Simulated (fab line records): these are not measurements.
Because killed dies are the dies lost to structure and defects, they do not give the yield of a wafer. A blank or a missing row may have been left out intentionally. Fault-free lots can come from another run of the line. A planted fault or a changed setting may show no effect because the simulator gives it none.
fab line records ; flow sky130
record lots=5; wafers=15; last-day=50
route steps=708 shown FIELD_ISO@6 NWELL@32 DNWELL@35 PWDE@45 PAD_OPEN@708
lots with no fault: from the same line, run without faults
start-h: hours from the record's opening day to when the first of the lot's shown wafers began ; wait-h: how many hours have passed since the lot's step before this one ; " identical to the entry in the row above ; L1.1+2: a row that stands for several wafers ; - no value, or no start given ; * or withheld: withheld ; < > ~ a bound
route shown NAME@n: NAME is a module with steps in the file, n the number in the route of the first one ; usual: mean/standard deviation taken from wafers without a fault ; same: alike in all rows ; chamber/n: place in a boat ; sites: each site's reading ; _std_site: how widely they spread, as a standard deviation ; _edge_site: inner sites' mean taken away from outer sites' mean ; radius-mm: for every site, how far away it sits from the centre of the wafer ; mask NAME#n: copy n ; behind: the most recent tool/chamber to have shaped the wafer ; hold: why the lot was held/for how many hours/how that ended ; device: the transistor (n, p or np) that didn't switch ; end of line: tests of these same wafers at the route's end ; a step without rows: its recipe alone ; killed: the dies lost at the first sort to structure and to defects; this is not the yield of the wafer ; map: dies across one wafer; x = killed, . = not, _ = none there
set.NAME: the setting that was run; set.NAME@STEP: the one run at that earlier step ; model.NAME: the simulator's own value behind a step, which no gauge read
lots at selected steps of the route; one table per step, one row per wafer
services: from which hour (start-h, from the record's first day; less than 0 if before it) a tool's chamber was out of use, for how many hours, and why
## steps
# step SKY_FIELD_ISO_DEHYDRATE_05
# recipe temp-c=200; time-s=60
# step SKY_FIELD_ISO_HMDS_06
# recipe prime-time-s=60; prime-temp-c=120
# step SKY_FIELD_ISO_COAT_07
# recipe resist=BARC; temp-c=withheld; time-s=withheld; spin-rpm=3000; resist-thk-nm=60
# step SKY_FIELD_ISO_COAT_08
# recipe resist=KrF-thick; spin-rpm=3000; resist-thk-nm=450
# step SKY_FIELD_ISO_SOFTBAKE_09
# recipe temp-c=100; time-s=90; resist=KrF-thick
# step SKY_FIELD_ISO_EXPOSE_10
# recipe mask-id=FOM; na=0.68; source-shape=annular; sigma-inner=0.4; sigma-outer=0.8; target-cd-nm=150; dose-mj=28
# step SKY_FIELD_ISO_PEB_11
# recipe peb-temp-c=withheld; peb-time-s=withheld; resist=KrF-thick
# step SKY_FIELD_ISO_DEVELOP_12
# recipe develop-time-s=60; resist=KrF-thick; dev-temp-c=21
# step SKY_FIELD_ISO_CD_MEAS_13
# recipe target-cd-nm=150
# usual cd-nm=149.5/1.3
lot.wafer;tool;chamber;start-h;wait-h;cd-nm
L727.1;cd-sem-01;-;28.93;-;149.2
L727.4;cd-sem-01;-;28.93;-;149.9
L727.6;cd-sem-01;-;28.93;-;148.6
L731.3;cd-sem-02;-;51.61;-;150.4
L731.4;cd-sem-02;-;51.61;-;150.7
L731.6;cd-sem-02;-;51.61;-;149.8
L733.2;cd-sem-01;-;61.74;-;147.2
L733.5;cd-sem-01;-;61.74;-;148.4
L733.6;cd-sem-01;-;61.74;-;148.8
L739.3;cd-sem-02;-;92.51;-;147.4
L739.4;cd-sem-02;-;92.51;-;149.1
L739.5;cd-sem-02;-;92.51;-;148.1
L747.4;cd-sem-01;-;133.19;-;147.2
L747.5;cd-sem-01;-;133.19;-;147.8
L747.6;cd-sem-01;-;133.19;-;149.2
# step SKY_FIELD_ISO_ETCH_14
# recipe chemistry=N2/H2; target=BARC; ion-energy-ev=200; source-w=500; bias-w=100; pressure-mtorr=30; n2-flow-sccm=100; h2-flow-sccm=200; stop-on=SiO2; time-s=45.9; target-depth-a=600
# usual bias-w=100.0/0.33; drypump-motor-current-A=6.0/0.36; oes-product-au=0.854/0.0049; throttle-valve-pct=13.226/0.0093
lot.wafer;tool;chamber;start-h;wait-h;bias-w;drypump-motor-current-A;oes-product-au;rf-hours-counter-h;throttle-valve-pct
L727.1;rie-diel-04;2;29.05;0.1;100.3;6.6;0.858;65;13.225
L727.4;rie-diel-04;3;29.05;0.1;99.5;6.4;0.859;-;13.224
L727.6;rie-diel-04;0;29.05;0.1;100.2;5.7;0.857;-;13.231
L731.3;rie-diel-01;0;51.69;0.1;100.1;6.3;0.848;143;13.218
L731.4;rie-diel-01;2;51.69;0.1;100.2;5.9;0.855;-;13.227
L731.6;rie-diel-01;3;51.69;0.1;99.9;5.5;0.854;-;13.231
L733.2;rie-diel-01;2;61.84;0.1;100.2;6.0;0.861;6;13.233
L733.5;rie-diel-01;3;61.84;0.1;100.2;5.5;0.859;-;13.225
L733.6;rie-diel-01;0;61.84;0.1;100.1;6.2;0.860;-;13.211
L739.3;rie-diel-03;0;92.59;0.1;99.5;6.0;0.861;8;13.224
L739.4;rie-diel-03;2;92.59;0.1;100.2;5.3;0.853;62;13.219
L739.5;rie-diel-03;0;92.59;0.1;99.8;6.0;0.853;-;13.230
L747.4;rie-diel-01;0;133.25;0.0;99.7;6.2;0.861;144;13.222
L747.5;rie-diel-01;2;133.25;0.0;99.8;6.0;0.857;-;13.235
L747.6;rie-diel-01;3;133.25;0.0;100.0;5.5;0.857;-;13.224
# step SKY_FIELD_ISO_ETCH_15
# recipe chemistry=CHF3/O2; target-depth-nm=180; stop-on=Si; source-w=600; bias-w=200; pressure-mtorr=40; chf3-flow-sccm=50; O2_flow_sccm=5; time-s=72
# usual bias-w=200.0/0.6; drypump-motor-current-A=6.0/0.36; oes-product-au=0.946/0.0064; throttle-valve-pct=8.845/0.0089
lot.wafer;tool;chamber;start-h;wait-h;bias-w;drypump-motor-current-A;oes-product-au;rf-hours-counter-h;throttle-valve-pct
L727.1;rie-diel-04;2;29.09;0.0;199.4;6.6;0.952;65;8.828
L727.4;rie-diel-04;3;29.09;0.0;201.0;6.3;0.944;-;8.837
L727.6;rie-diel-04;0;29.09;0.0;199.6;5.7;0.946;-;8.837
L731.3;rie-diel-01;0;51.73;0.0;200.2;6.2;0.934;143;8.836
L731.4;rie-diel-01;2;51.73;0.0;200.9;5.9;0.932;-;8.843
L731.6;rie-diel-01;3;51.73;0.0;200.4;5.5;0.937;-;8.847
L733.2;rie-diel-01;2;61.88;0.0;199.6;6.0;0.940;6;8.852
L733.5;rie-diel-01;3;61.88;0.0;200.2;5.5;0.943;-;8.854
L733.6;rie-diel-01;0;61.88;0.0;199.4;6.2;0.942;-;8.857
L739.3;rie-diel-03;0;92.63;0.0;200.9;6.1;0.942;8;8.856
L739.4;rie-diel-03;2;92.63;0.0;199.5;5.3;0.943;62;8.832
L739.5;rie-diel-03;0;92.63;0.0;199.6;6.0;0.945;-;8.845
L747.4;rie-diel-01;0;133.29;0.0;200.0;6.2;0.943;144;8.832
L747.5;rie-diel-01;2;133.29;0.0;199.6;6.0;0.955;-;8.844
L747.6;rie-diel-01;3;133.29;0.0;199.9;5.5;0.940;-;8.851
# step SKY_FIELD_ISO_STRIP_16
# recipe chemistry=O2/N2; power-w=1400; pressure-mtorr=1500; platen-temp-c=withheld; o2-flow-sccm=3000; n2-flow-sccm=300; overash-fraction=0.5
# usual drypump-motor-current-A=5.6/0.45; oes-product-au=0.379/0.0048; strip-time-to-endpoint-s=3.58/0.048
lot.wafer;tool;chamber;start-h;wait-h;drypump-motor-current-A;oes-product-au;rf-hours-counter-h;strip-time-to-endpoint-s
L727.1;plasma-asher-03;0;29.15;0.0;6.5;0.379;20;3.65
L727.4;plasma-asher-03;1;29.15;0.0;5.4;0.370;-;3.59
L727.6;plasma-asher-03;1;29.15;0.0;5.3;0.374;-;3.57
L731.3;plasma-asher-02;1;51.82;0.1;5.4;0.375;-;3.48
L731.4;plasma-asher-02;0;51.82;0.1;5.5;0.378;-;3.57
L731.6;plasma-asher-02;1;51.82;0.1;5.4;0.381;-;3.62
L733.2;plasma-asher-04;0;61.94;0.0;5.3;0.374;38;3.59
L733.5;plasma-asher-04;1;61.94;0.0;5.3;0.391;-;3.65
L733.6;plasma-asher-04;0;61.94;0.0;5.3;0.377;-;3.52
L739.3;plasma-asher-03;1;92.72;0.1;5.3;0.383;-;3.57
L739.4;plasma-asher-03;0;92.72;0.1;6.5;0.385;-;3.65
L739.5;plasma-asher-03;0;92.72;0.1;6.5;0.375;-;3.57
L747.4;plasma-asher-02;0;133.38;0.1;5.5;0.376;-;3.50
L747.5;plasma-asher-02;1;133.38;0.1;5.4;0.377;-;3.59
L747.6;plasma-asher-02;0;133.38;0.1;5.5;0.381;-;3.59
# step SKY_FIELD_ISO_ETCH_17
# recipe target-depth-a=3420; mask-material=Si3N4; chemistry=HBr/Cl2/O2; target=Si; taper-deg=5; icp-w=600; bias-w=150; pressure-mtorr=15; HBr_flow_sccm=150; Cl2_flow_sccm=40; O2_flow_sccm=6; time-s=97.7
# usual bias-w=150.1/0.46; drypump-motor-current-A=5.6/0.41; oes-product-au=1.000/0.0097; throttle-valve-pct=25.658/0.011
lot.wafer;tool;chamber;start-h;wait-h;bias-w;drypump-motor-current-A;oes-product-au;rf-hours-counter-h;throttle-valve-pct
L727.1;rie-si-02;3;29.25;0.1;149.8;5.1;0.996;151;25.669
L727.4;rie-si-02;2;29.25;0.1;150.5;5.6;1.005;14;25.650
L727.6;rie-si-02;1;29.25;0.1;150.2;5.2;0.997;-;25.645
L731.3;rie-si-01;2;51.89;0.0;149.7;5.8;1.000;3;25.665
L731.4;rie-si-01;1;51.89;0.0;149.6;6.1;0.992;96;25.667
L731.6;rie-si-01;0;51.89;0.0;150.2;5.2;0.997;-;25.684
L733.2;rie-si-02;0;62.04;0.1;150.1;5.5;0.997;106;25.644
L733.5;rie-si-02;1;62.04;0.1;150.3;5.2;1.001;-;25.658
L733.6;rie-si-02;0;62.04;0.1;149.5;5.5;1.004;-;25.662
L739.3;rie-si-02;1;92.79;0.0;150.0;5.2;0.997;2;25.658
L739.4;rie-si-02;2;92.79;0.0;149.9;5.6;0.987;-;25.665
L739.5;rie-si-02;1;92.79;0.0;149.9;5.2;1.000;-;25.663
L747.4;rie-si-01;2;133.45;0.0;150.7;5.8;1.000;3;25.649
L747.5;rie-si-01;0;133.45;0.0;150.5;5.2;0.995;-;25.676
L747.6;rie-si-01;3;133.45;0.0;149.8;6.3;1.006;-;25.639
# step SKY_FIELD_ISO_WET_ETCH_18
# recipe chemistry=H3PO4; target-depth-nm=25; temp-c=160; target=Si3N4; time-s=286
# step SKY_FIELD_ISO_CLEAN_19
# recipe chemistry=SC1/SC2; mix=1:4:20; temp-c=70; time-s=150
# step SKY_FIELD_ISO_CLEAN_20
# recipe chemistry=dHF; time-s=20; dilution=100:1
# step SKY_FIELD_ISO_WET_ETCH_21
# recipe chemistry=dHF; dilution=100:1; target-depth-nm=20; dry=ipa-marangoni; target=SiO2; temp-c=25; time-s=400
# step SKY_FIELD_ISO_OXIDATION_22
# recipe temp-c=950; ambient=O2; stabilise-s=600; purge-s=300; target-thk-a=100; ox-time-s=623
# step SKY_FIELD_ISO_THK_MEAS_23
# recipe reads=SiO2_of_FIELD_ISO_OXIDATION_22
# usual FIELD_ISO_OXIDATION_01_THK=10.00/0.19
lot.wafer;tool;chamber;start-h;wait-h;FIELD_ISO_OXIDATION_01_THK[nm]
L727.1;film-metro-04;-;31.33;0.0;10.59
L727.4;film-metro-04;-;31.33;0.0;10.57
L727.6;film-metro-04;-;31.33;0.0;10.61
L731.3;film-metro-02;-;54.95;0.0;10.16
L731.4;film-metro-02;-;54.95;0.0;10.12
L731.6;film-metro-02;-;54.95;0.0;10.16
L733.2;film-metro-02;-;63.60;0.0;10.15
L733.5;film-metro-02;-;63.60;0.0;10.04
L733.6;film-metro-02;-;63.60;0.0;10.02
L739.3;film-metro-04;-;94.32;0.0;10.07
L739.4;film-metro-04;-;94.32;0.0;10.09
L739.5;film-metro-04;-;94.32;0.0;10.01
L747.4;film-metro-01;-;135.34;0.0;10.04
L747.5;film-metro-01;-;135.34;0.0;10.02
L747.6;film-metro-01;-;135.34;0.0;9.98
# step SKY_FIELD_ISO_CVD_24
# recipe material=SiO2; target-thk-nm=595; temp-c=650; sigma-open-frac=0.3; time-s=99.2; sih4-flow-sccm=60; pressure-mtorr=6
# step SKY_FIELD_ISO_THK_MEAS_25
# recipe reads=SiO2_of_FIELD_ISO_CVD_24
# usual FIELD_ISO_CVD_24_THK=599/6.4
lot.wafer;tool;chamber;start-h;wait-h;FIELD_ISO_CVD_24_THK[nm]
L727.1;film-metro-02;-;31.47;0.0;595
L727.4;film-metro-02;-;31.47;0.0;592
L727.6;film-metro-02;-;31.47;0.0;586
L731.3;film-metro-02;-;55.09;0.1;602
L731.4;film-metro-02;-;55.09;0.1;593
L731.6;film-metro-02;-;55.09;0.1;611
L733.2;film-metro-02;-;63.73;0.0;594
L733.5;film-metro-02;-;63.73;0.0;592
L733.6;film-metro-02;-;63.73;0.0;604
L739.3;film-metro-02;-;94.46;0.1;585
L739.4;film-metro-02;-;94.46;0.1;588
L739.5;film-metro-02;-;94.46;0.1;600
L747.4;film-metro-02;-;135.47;0.0;605
L747.5;film-metro-02;-;135.47;0.0;598
L747.6;film-metro-02;-;135.47;0.0;599
# step SKY_FIELD_ISO_ANNEAL_26
# recipe temp-c=1000; time-s=1800; ambient=N2
# step SKY_FIELD_ISO_CMP_27
# recipe stop-on=Si3N4; t-overpolish-s=16; down-force-psi=4; platen-rpm=60; target-thk-nm=457.8; pad-velocity-m-s=0.94248
# usual motor-current-A=11.4/0.93; overpolish-run-s=16.003/0.0089; retaining-ring-pressure-frac=1.000/0.0053; time-to-endpoint-s=114/4.7
lot.wafer;tool;chamber;start-h;wait-h;motor-current-A;overpolish-run-s;retaining-ring-pressure-frac;time-to-endpoint-s
L727.1;cmp-01;1;34.23;0.0;10.9;15.995;0.998;111
L727.4;cmp-01;3;34.23;0.0;11.5;15.995;0.996;106
L727.6;cmp-01;2;34.23;0.0;10.2;16.020;1.002;115
L731.3;cmp-02;1;56.95;0.1;12.3;15.992;1.004;122
L731.4;cmp-02;2;56.95;0.1;12.3;16.005;0.992;113
L731.6;cmp-02;3;56.95;0.1;11.4;15.980;0.999;124
L733.2;cmp-01;1;65.43;0.1;10.8;16.011;1.000;109
L733.6;cmp-01;2;65.43;0.1;10.5;16.010;0.993;119
L733.5;cmp-01;3;65.43;0.1;11.6;16.002;0.997;107
L739.4;cmp-01;0;96.05;0.1;12.1;16.016;1.001;109
L739.3;cmp-01;1;96.05;0.1;10.1;15.994;1.003;109
L739.5;cmp-01;0;96.05;0.1;11.8;15.997;0.998;113
L747.4;cmp-02;1;137.00;0.0;11.8;16.013;0.994;118
L747.5;cmp-02;1;137.00;0.0;12.6;15.999;0.996;115
L747.6;cmp-02;2;137.00;0.0;12.5;16.006;0.988;116
# step SKY_FIELD_ISO_WET_ETCH_28
# recipe chemistry=dHF; target-depth-nm=23.7; target=SiO2; dilution=10:1; temp-c=25; time-s=47
# step SKY_FIELD_ISO_WET_ETCH_29
# recipe chemistry=H3PO4; target-depth-nm=160; target=Si3N4; temp-c=160; time-s=1825
# step SKY_FIELD_ISO_WET_ETCH_30
# recipe chemistry=dHF; target-depth-nm=25; target=SiO2; dilution=10:1; temp-c=25; time-s=50
# step SKY_NWELL_CLEAN_00
# recipe chemistry=SC1/SC2; mix=1:4:20; temp-c=70; time-s=150; dry=n2-spin
# step SKY_NWELL_OXIDATION_01
# recipe temp-c=900; ambient=O2; stabilise-s=600; purge-s=300; target-thk-a=100; ox-time-s=1418
# step SKY_NWELL_THK_MEAS_02
# recipe reads=SiO2_of_NWELL_OXIDATION_01
# usual NWELL_OXIDATION_THK=10.08/0.19
lot.wafer;tool;chamber;start-h;wait-h;NWELL_OXIDATION_THK[nm]
L727.1;film-metro-03;-;38.23;0.0;10.18
L727.4;film-metro-03;-;38.23;0.0;10.14
L727.6;film-metro-03;-;38.23;0.0;9.99
L731.3;film-metro-03;-;60.95;0.0;10.15
L731.4;film-metro-03;-;60.95;0.0;10.21
L731.6;film-metro-03;-;60.95;0.0;10.16
L733.2;film-metro-02;-;68.20;0.0;10.13
L733.5;film-metro-02;-;68.20;0.0;10.01
L733.6;film-metro-02;-;68.20;0.0;9.96
L739.3;film-metro-02;-;98.37;0.0;9.99
L739.4;film-metro-02;-;98.37;0.0;10.04
L739.5;film-metro-02;-;98.37;0.0;10.00
L747.4;film-metro-02;-;139.45;0.0;10.05
L747.5;film-metro-02;-;139.45;0.0;10.10
L747.6;film-metro-02;-;139.45;0.0;10.06
# step SKY_DNWELL_DEHYDRATE_00
# recipe temp-c=200; time-s=60
# step SKY_DNWELL_HMDS_01
# recipe prime-time-s=60; prime-temp-c=120
# step SKY_DNWELL_COAT_02
# recipe spin-rpm=2000; resist-thk-nm=3000
# step SKY_DNWELL_SOFTBAKE_03
# recipe temp-c=110; time-s=withheld
# step SKY_DNWELL_EXPOSE_04
# recipe mask-id=DNM; na=0.57; target-cd-nm=3000; dose-mj=222
# step SKY_DNWELL_PEB_05
# recipe temp-c=115; time-s=withheld
# step SKY_DNWELL_DEVELOP_06
# recipe wall-angle-deg=90; developer=TMAH; develop-time-s=60; dev-temp-c=23
# step SKY_DNWELL_IMPLANT_07
# recipe species=P; energy-kev=withheld; dose-cm2=withheld; tilt-deg=withheld
# step SKY_DNWELL_STRIP_08
# recipe chemistry=O2/N2; power-w=1400; pressure-mtorr=1500; platen-temp-c=withheld; o2-flow-sccm=3000; n2-flow-sccm=300; overash-fraction=0.5
# usual drypump-motor-current-A=5.7/0.5; oes-product-au=0.722/0.0048; strip-time-to-endpoint-s=36.93/0.1
lot.wafer;tool;chamber;start-h;wait-h;drypump-motor-current-A;oes-product-au;rf-hours-counter-h;strip-time-to-endpoint-s
L727.1;plasma-asher-03;0;53.12;0.1;6.5;0.717;23;36.92
L727.4;plasma-asher-03;0;53.12;0.1;6.4;0.728;-;36.98
L727.6;plasma-asher-03;1;53.12;0.1;5.3;0.730;-;37.01
L731.3;plasma-asher-02;1;77.70;0.1;5.4;0.719;-;36.98
L731.4;plasma-asher-02;0;77.70;0.1;5.5;0.718;-;37.00
L731.6;plasma-asher-02;0;77.70;0.1;5.5;0.718;-;36.91
L733.2;plasma-asher-03;1;84.62;0.1;5.4;0.716;26;36.99
L733.5;plasma-asher-03;0;84.62;0.1;6.5;0.714;-;36.99
L733.6;plasma-asher-03;1;84.62;0.1;5.4;0.709;-;37.01
L739.3;plasma-asher-02;1;116.40;0.1;5.4;0.728;-;36.81
L739.4;plasma-asher-02;0;116.40;0.1;5.5;0.721;-;36.70
L739.5;plasma-asher-02;1;116.40;0.1;5.4;0.729;-;36.78
L747.4;plasma-asher-03;0;158.65;0.1;6.5;0.720;-;36.86
L747.5;plasma-asher-03;0;158.65;0.1;6.4;0.724;-;36.95
L747.6;plasma-asher-03;1;158.65;0.1;5.4;0.727;-;36.90
# step SKY_DNWELL_TW_MEAS_09
# usual DNWELL_TW=1114/6.9
lot.wafer;tool;chamber;start-h;wait-h;DNWELL_TW
L727.1;film-metro-03;-;53.22;0.1;1116
L727.4;film-metro-03;-;53.22;0.1;1112
L727.6;film-metro-03;-;53.22;0.1;1125
L731.3;film-metro-03;-;77.79;0.1;1121
L731.4;film-metro-03;-;77.79;0.1;1116
L731.6;film-metro-03;-;77.79;0.1;1121
L733.2;film-metro-02;-;84.73;0.1;1113
L733.5;film-metro-02;-;84.73;0.1;1109
L733.6;film-metro-02;-;84.73;0.1;1113
L739.3;film-metro-02;-;116.49;0.1;1097
L739.4;film-metro-02;-;116.49;0.1;1102
L739.5;film-metro-02;-;116.49;0.1;1106
L747.4;film-metro-01;-;158.75;0.1;1122
L747.5;film-metro-01;-;158.75;0.1;1117
L747.6;film-metro-01;-;158.75;0.1;1118
# step SKY_PWDE_DEHYDRATE_00
# recipe temp-c=200; time-s=60
# step SKY_PWDE_HMDS_01
# recipe prime-time-s=60; prime-temp-c=120
# step SKY_PWDE_COAT_02
# recipe spin-rpm=2000; resist-thk-nm=3000
# step SKY_PAD_OPEN_PROBE_99
# usual killed_at_M0_to_M3=42/6.1; killed_at_M4_up=3.4/2; killed-at-contacts=23/4.8; killed-at-front-end=15/3.8; killed-at-other=0.3/0.48; killed-dies=84/8.5; killed-open=46/6.8; killed-short=38/6.2
# same gross-dies=492; killed-at-back-side=0
lot.wafer;tool;chamber;start-h;wait-h;hold;killed_at_M0_to_M3;killed_at_M4_up;killed-at-contacts;killed-at-front-end;killed-at-other;killed-dies;killed-open;killed-short
L727.1;prober-01;-;1079.44;0.1;-;44;4;21;15;0;84;42;42
L727.4;prober-01;-;1079.59;0.2;-;42;1;18;23;0;84;43;41
L727.6;prober-01;-;1079.69;0.2;-;45;6;28;14;1;94;43;51
L731.3;prober-01;-;1110.64;0.2;-;49;3;29;23;0;104;62;42
L731.4;prober-01;-;1110.69;0.2;-;41;4;29;16;1;91;58;33
L731.6;prober-01;-;1110.79;0.2;-;54;7;17;14;0;92;49;43
L733.2;prober-01;-;1116.99;0.1;-;41;4;28;13;0;86;43;43
L733.5;prober-01;-;1117.14;0.2;-;32;3;24;13;0;72;39;32
L733.6;prober-01;-;1117.19;0.2;-;37;6;24;13;0;80;34;46
L739.3;prober-01;-;1146.83;0.2;-;29;3;25;20;0;77;40;37
L739.4;prober-01;-;1146.88;0.2;-;39;1;24;9;0;73;48;25
L739.5;prober-01;-;1146.93;0.2;-;41;6;18;11;0;76;41;35
L747.4;prober-02;-;1188.64;0.2;await-dispo/5.3h/release;48;3;18;14;0;83;40;43
L747.5;prober-02;-;1188.69;0.2;await-dispo/5.3h/release;32;4;20;49;0;105;32;41
L747.6;prober-02;-;1188.74;0.2;await-dispo/5.3h/release;53;1;22;16;2;94;51;43
# killed by level:class
L727.1 VIA1:geometric-particle:open=10 METAL2:geometric-particle:short=6 VIA1:geometric-particle:short=6 CONTACT:geometric-particle:short=5 VIA2:geometric-particle:open=5 POLY_GATE:geometric-particle:open=4 LI_CONTACT:geometric-particle:open=4 LOCAL_INTERCONNECT:geometric-particle:short=4
L727.4 VIA1:geometric-particle:open=9 VIA1:geometric-particle:short=8 CONTACT:geometric-particle:short=7 POLY_GATE:geometric-particle:short=6 VIA2:geometric-particle:open=6 FIELD_ISO:geometric-particle:short=5 POLY_GATE:geometric-particle:open=5 CONTACT:geometric-particle:open=5
L727.6 LI_CONTACT:geometric-particle:open=8 METAL1:geometric-particle:short=8 VIA1:geometric-particle:open=8 CONTACT:geometric-particle:short=7 METAL2:geometric-particle:short=7 LOCAL_INTERCONNECT:geometric-particle:short=5 CONTACT:geometric-particle:open=5 POLY_GATE:geometric-particle:open=4
L731.3 CONTACT:geometric-particle:open=14 VIA1:geometric-particle:open=14 LI_CONTACT:geometric-particle:open=8 FIELD_ISO:geometric-particle:short=7 FIELD_ISO:geometric-particle:open=6 VIA1:geometric-particle:short=6 POLY_GATE:geometric-particle:open=6 VIA2:geometric-particle:open=5
L731.4 VIA1:geometric-particle:open=14 CONTACT:geometric-particle:open=11 LI_CONTACT:geometric-particle:open=6 CONTACT:geometric-particle:short=6 VIA3:geometric-particle:open=6 POLY_GATE:geometric-particle:open=5 FIELD_ISO:geometric-particle:open=4 FIELD_ISO:geometric-particle:short=4
L731.6 VIA1:geometric-particle:open=18 METAL1:geometric-particle:short=7 POLY_GATE:geometric-particle:open=6 LI_CONTACT:geometric-particle:open=6 METAL4:geometric-particle:short=6 VIA1:geometric-particle:short=5 VIA3:geometric-particle:open=5 METAL2:geometric-particle:short=4
L733.2 CONTACT:geometric-particle:open=11 METAL2:geometric-particle:short=7 VIA3:geometric-particle:open=7 LI_CONTACT:geometric-particle:open=6 CONTACT:geometric-particle:short=6 METAL1:geometric-particle:short=6 METAL3:geometric-particle:short=6 VIA1:geometric-particle:open=5
L733.5 VIA1:geometric-particle:open=11 LI_CONTACT:geometric-particle:open=7 CONTACT:geometric-particle:short=6 CONTACT:geometric-particle:open=5 FIELD_ISO:geometric-particle:short=4 POLY_GATE:geometric-particle:open=4 VIA1:geometric-particle:short=4 VIA3:geometric-particle:open=4
L733.6 VIA1:geometric-particle:open=9 CONTACT:geometric-particle:open=8 METAL2:geometric-particle:short=8 CONTACT:geometric-particle:short=6 METAL4:geometric-particle:short=6 POLY_GATE:geometric-particle:short=5 LI_CONTACT:geometric-particle:short=4 VIA2:geometric-particle:open=4
L739.3 CONTACT:geometric-particle:open=10 LOCAL_INTERCONNECT:geometric-particle:short=8 POLY_GATE:geometric-particle:short=6 VIA1:geometric-particle:open=6 VIA3:geometric-particle:open=6 POLY_GATE:geometric-particle:open=5 LI_CONTACT:geometric-particle:open=4 VIA2:geometric-particle:open=4
L739.4 VIA3:geometric-particle:open=10 CONTACT:geometric-particle:open=9 VIA2:geometric-particle:open=9 VIA1:geometric-particle:open=7 POLY_GATE:geometric-particle:open=5 LI_CONTACT:geometric-particle:open=5 CONTACT:geometric-particle:short=5 METAL1:geometric-particle:short=3
L739.5 VIA1:geometric-particle:open=12 CONTACT:geometric-particle:open=7 VIA2:geometric-particle:open=6 LI_CONTACT:geometric-particle:open=5 METAL4:geometric-particle:short=5 METAL1:geometric-particle:short=4 VIA1:geometric-particle:short=4 VIA2:geometric-particle:short=4
L747.4 METAL1:geometric-particle:short=10 CONTACT:geometric-particle:open=8 VIA2:geometric-particle:open=7 VIA3:geometric-particle:open=6 VIA1:geometric-particle:open=6 FIELD_ISO:geometric-particle:open=5 VIA1:geometric-particle:short=5 FIELD_ISO:geometric-particle:short=4
L747.5 FIELD_ISO:unspecified=32 VIA1:geometric-particle:open=8 FIELD_ISO:geometric-particle:short=7 VIA2:geometric-particle:open=7 LOCAL_INTERCONNECT:geometric-particle:short=7 CONTACT:geometric-particle:open=6 CONTACT:geometric-particle:short=5 METAL2:geometric-particle:short=4
L747.6 METAL1:geometric-particle:short=11 CONTACT:geometric-particle:open=9 VIA2:geometric-particle:open=7 VIA1:geometric-particle:open=7 METAL2:geometric-particle:short=6 FIELD_ISO:geometric-particle:open=6 LI_CONTACT:geometric-particle:open=6 VIA3:geometric-particle:open=5
# map L747.5 (x killed, . not)
__________.........x_________
________....x.x......._______
______.............x...x_____
_____...x..x.............____
____......x...............___
___...............x.x......__
__......x..x..xx........xxx._
_xxxx........x.......x....xxx
_..x.....x....x............x.
_.....xx...x...xx.....xx.xx.x
_........x......x.....x..xxxx
_.x.x..........x...x.x.xx.xxx
_.xx..x...x.............xxxxx
_.......x....x....x....xxxxxx
_xx................x......xxx
__.x....xx.......x.x.....x.x_
___......xx.....x..........__
____..............x...x.x.___
_____.......x.....x......____
______..x..x.....x.x...._____
________...x..x......._______
__________..x..x.x.._________
# map L731.3 (x killed, . not)
__________..x....xxx_________
________.xx.....x.x..x_______
______.....xx.x..x...x.._____
_____x...x...........x...____
____....x.x.......xx..x...___
___.....x.....x..........x.__
__...x..x.....x...........xx_
_...xx.x.x....xx.....x....x..
_....x.x.....x.....x..x......
_.x.xx.xx.....x..........xx..
_......x......x......x.......
_xx.........x.....x...x.xxx..
_.x.xx...................x...
_......x...xx.x.x.........x..
_x.xx.x.........x..x.......x.
__.xx.x.x.x...x...........x._
___...x......x.x...x....x.x__
____..x.....xx...x........___
_____.x..................____
______........xx.x...x.._____
________...x.........x_______
__________x........._________
## services
tool;chamber;start-h;hours;kind
rie-diel-04;0;9.48;12.6;repair
rie-si-01;2;26.56;1.7;repair
cmp-02;-;26.95;0.7;repair
rie-diel-01;2;27.64;8.9;repair
rie-si-01;0;27.90;1.6;repair
rie-diel-04;1;28.37;4.6;repair
rie-diel-01;1;31.95;23.4;repair
rie-si-01;0;33.65;1.9;repair
rie-diel-04;1;38.29;17.1;repair
cmp-01;-;58.28;4.7;pm
rie-diel-01;1;63.16;16.1;repair
cmp-02;-;64.00;4.0;pm
cmp-01;-;66.99;0.9;repair
cmp-02;-;67.84;11.7;repair
rie-si-02;2;69.18;17.7;repair
cmp-01;-;79.20;1.0;repair
cmp-02;-;80.16;5.9;pm
rie-si-02;1;102.61;38.8;repair
cmp-02;-;119.98;4.0;repair
plasma-asher-02;-;125.23;0.4;repair
rie-si-01;-;132.72;0.2;repair
rie-diel-04;-;133.10;0.9;repair
rie-diel-01;2;133.73;15.0;repair
rie-diel-01;0;155.80;15.1;repair
## key
first-sign step=SKY_PAD_OPEN_PROBE_99; reading=killed-at-front-end; direction=up; sigmas=8.9; usual=15; struck=49
effect step=SKY_PAD_OPEN_PROBE_99; reading=hold; direction=added
met-at SKY_FIELD_ISO_ETCH_17
struck-wafers L747.5
tester-left-out L747
onset-between 51.89 133.45
fault kind=chamber-particle-source; tool=rie-si-01; chamber=0; onset-h=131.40; steps=SKY_FIELD_ISO_ETCH_17; rate-per-visit-cm2=0.43652; end-h=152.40
# tester-left-out: of these lots the tester's yield and bins aren't shown, on N5 and GAA mostly nor the transistor test; their killed dies are dies lost to structure and defects alone, not to doping, threshold or leakage, so they don't give the yield
